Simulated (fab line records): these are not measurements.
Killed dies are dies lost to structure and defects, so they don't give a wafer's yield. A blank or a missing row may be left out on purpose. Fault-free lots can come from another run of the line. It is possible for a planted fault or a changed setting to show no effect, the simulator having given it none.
Split-lot study + flow gf180mcu + 5 lots, 23 wafers read, on a route of 602 steps

THE SPLIT ITSELF
At GF_V5_EXPOSE_11 (exposes mask Via5, target cd 260 nm), the setting dose_mj was moved away from the recipe's 38 on 7 of the 23 wafers read, by +3.7% to +6.1%. This setting was run at the recipe's value on the other wafers.

FROM THE SPLIT TO THE READING: what the file shows between them, 2 steps
- GF_V5_PEB_12: peb time 90 s
- GF_V5_DEVELOP_13: develop time 60 s

THE READING
At GF_V5_CD_MEAS_14: cd_nm in nanometres, against a target cd of 260 nm. Fault-free wafers of this fab line usually give 260.0 nm, standard deviation 1.1 nm.

| wafer  | tool, chamber at the split | dose_mj as run | against the recipe | cd_nm, nm | against lot-mates on the recipe |
|--------|----------------------------|----------------|--------------------|-----------|---------------------------------|
| L075.1 | krf_scanner-02, 0          | 38             | recipe             | 257.9     | -                               |
| L075.2 | krf_scanner-02, 0          | 40.31          | +6.1%              | 267.4     | +9.0                            |
| L075.4 | krf_scanner-02, 0          | 38             | recipe             | 259.4     | -                               |
| L075.5 | krf_scanner-02, 0          | 40.31          | +6.1%              | 269.0     | +10.6                           |
| L075.6 | krf_scanner-02, 0          | 38             | recipe             | 257.9     | -                               |
| L078.2 | krf_scanner-01, 0          | 38             | recipe             | 259.5     | -                               |
| L078.4 | krf_scanner-01, 0          | 38             | recipe             | 258.3     | -                               |
| L078.6 | krf_scanner-01, 0          | 38             | recipe             | 258.9     | -                               |
| L077.1 | krf_scanner-01, 0          | 39.39          | +3.7%              | 265.7     | +5.7                            |
| L077.2 | krf_scanner-01, 0          | 38             | recipe             | 259.3     | -                               |
| L077.3 | krf_scanner-01, 0          | 38             | recipe             | 260.0     | -                               |
| L077.4 | krf_scanner-01, 0          | 39.39          | +3.7%              | 266.3     | +6.3                            |
| L077.6 | krf_scanner-01, 0          | 38             | recipe             | 260.8     | -                               |
| L081.2 | krf_scanner-02, 0          | 38             | recipe             | 260.2     | -                               |
| L081.3 | krf_scanner-02, 0          | 38             | recipe             | 260.2     | -                               |
| L081.4 | krf_scanner-02, 0          | 38             | recipe             | 260.1     | -                               |
| L081.5 | krf_scanner-02, 0          | 38             | recipe             | 259.7     | -                               |
| L081.6 | krf_scanner-02, 0          | 38             | recipe             | 259.2     | -                               |
| L082.1 | krf_scanner-02, 0          | 38             | recipe             | 259.7     | -                               |
| L082.2 | krf_scanner-02, 0          | 39.63          | +4.3%              | 267.0     | +6.9                            |
| L082.3 | krf_scanner-02, 0          | 39.63          | +4.3%              | 266.6     | +6.5                            |
| L082.5 | krf_scanner-02, 0          | 39.63          | +4.3%              | 266.3     | +6.2                            |
| L082.6 | krf_scanner-02, 0          | 38             | recipe             | 260.6     | -                               |

FIT RESULTS
A straight line over all 23 wafers: cd_nm changes by +1.56 nm for each +1% of dose_mj; r = +0.97; the points scatter about the line by 0.88 nm.
The same after taking each lot's own level away (the mean of its wafers on the recipe; 23 wafers): +1.58 nm for each +1%; r = +0.99; scatter 0.56 nm.
On that fit, the largest move of dose_mj shifts the reading by 9.6 nm.
The lots' own levels span 258.40 to 260.15 nm, that is 1.6 times the standard deviation above.
Consequently the slope shifts little with the lot-to-lot level, the two slopes agreeing.
Check: with one of the wafers moved furthest among these (+6.1%) left out of the fit, the line predicts +9.8 nm for it against its lot-mates. It came out at +9 nm against them.

OTHER SPLITS APPLIED TO THESE WAFERS
Other splits were also applied to these wafers ahead of the reading. Each is held against what the fit with the lots' levels taken away leaves over:
| other split on the same wafers | wafers away from the commonest value | r with cd_nm (lot level and that fit taken away) |
|--------------------------------|--------------------------------------|--------------------------------------------------|
| GF_MIM_SOFTBAKE_15 time_s      | 11                                   | -0.49                                            |
| GF_M5_METAL_ETCH_10 icp_w      | 7                                    | -0.18                                            |
| GF_V5_CVD_00 sih4_flow_sccm    | 11                                   | -0.16                                            |

THE WHOLE CHAIN: every reading that the file lists as answering this split, in the file's order
| step             | what it does         | reading                                                   | change (the file's fit)              | r (the file's) |
|------------------|----------------------|-----------------------------------------------------------|--------------------------------------|----------------|
| GF_V5_CD_MEAS_14 | target cd 260 nm     | cd_nm                                                     | +1.59 nm for each +1% of the setting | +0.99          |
| GF_V5_ETCH_16    | etches BARC in N2/H2 | V5.cd_nm (the simulator's own value, which no gauge read) | +1.61 nm for each +1% of the setting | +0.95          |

FILE'S OWN FIT
cd_nm changes by +1.59 nm for each +1% of dose_mj, r = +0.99.
